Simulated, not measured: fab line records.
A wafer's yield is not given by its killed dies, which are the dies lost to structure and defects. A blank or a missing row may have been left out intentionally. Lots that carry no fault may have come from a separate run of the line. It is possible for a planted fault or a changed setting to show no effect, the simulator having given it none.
The same fault as seen by 2 desks | flow gf180mcu | each desk has only its own numbers; what lay behind them comes last

== FROM THE METROLOGY DESK ==
Means of the sampled wafers that have a number, per lot and without regard to the tool the lot ran on: this is what the gauges read. The brackets show how far a lot's mean lies from the usual mean; more than 4 standard deviations puts the lot out of limits, marked OUT.
Columns: A = V1_W_RS at GF_V1_RS_MEAS_24, usual 0.331 ohm/sq; B = M2_ALCU_RS at GF_M2_RS_MEAS_05, usual 0.0696 ohm/sq; C = M2_ALCU_THK at GF_M2_THK_MEAS_06, usual 447 nm
lot  | first seen here | A     | B                | C
L762 | day 18 23:26    | 0.328 | 0.0697           | 443
L764 | day 20 03:35    | 0.337 | 0.0699           | 446
L766 | day 20 15:38    | 0.331 | 0.0697           | 444
L768 | day 21 04:50    | 0.332 | 0.0689           | 451
L769 | day 21 12:16    | 0.333 | 0.0695           | 449
L772 | day 22 17:49    | 0.330 | 0.0696           | 447
L776 | day 24 04:27    | 0.328 | 0.0700           | 446
L777 | day 24 08:35    | 0.336 | 0.0818 (+18) OUT | 382 (-13) OUT
L778 | day 25 02:55    | 0.324 | 0.0812 (+17) OUT | 381 (-13) OUT
L780 | day 25 09:22    | 0.332 | 0.0688           | 452
L783 | day 26 07:35    | 0.330 | 0.0690           | 450
Per this desk, out of limits: L777, L778; the first was L777, day 24 09:20 (M2_ALCU_RS at GF_M2_RS_MEAS_05). Within limits: L762, L764, L766, L768, L769, L772, L776, L780, L783.

== DESK OF THE TOOL OWNER: pvd sputter-02 ==
The tool's own readings at GF_M2_SPUTTER_02 (material AlCu, target thk 450 nm, time 23.9 s): means of the sampled wafers that have a number, for each lot that ran on this tool. The brackets show how far a lot's mean lies from the usual mean; more than 4 standard deviations puts the lot out of limits, marked OUT.
Columns: A = throttle valve pct at GF_M2_SPUTTER_02, usual 30.1 %
lot  | first seen here | A
L762 | day 19 00:02    | 29.9
L764 | day 20 04:11    | 29.4
L772 | day 22 18:22    | 29.7
L777 | day 24 09:13    | 29.1
L778 | day 25 03:31    | 29.8
Result from this desk: across the 5 lots, nothing is out of limits.

== PUT TOGETHER ==
L777, L778 would have let the metrology desk raise an alarm at day 24 09:20.
Nothing out of limits was seen by the tool owner's desk.
Tool owner's desk: L777, L778 on record, inside its limits.
Of the lots named, all ran GF_M2_SPUTTER_02 on pvd sputter-02.

== WHAT WAS PUT IN BY THE SIMULATOR ==
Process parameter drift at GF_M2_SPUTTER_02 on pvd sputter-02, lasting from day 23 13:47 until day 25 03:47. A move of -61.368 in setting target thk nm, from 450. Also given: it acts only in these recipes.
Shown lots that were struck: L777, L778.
Hours from the fault's start to each desk's first reading out of limits: the metrology desk, 20.
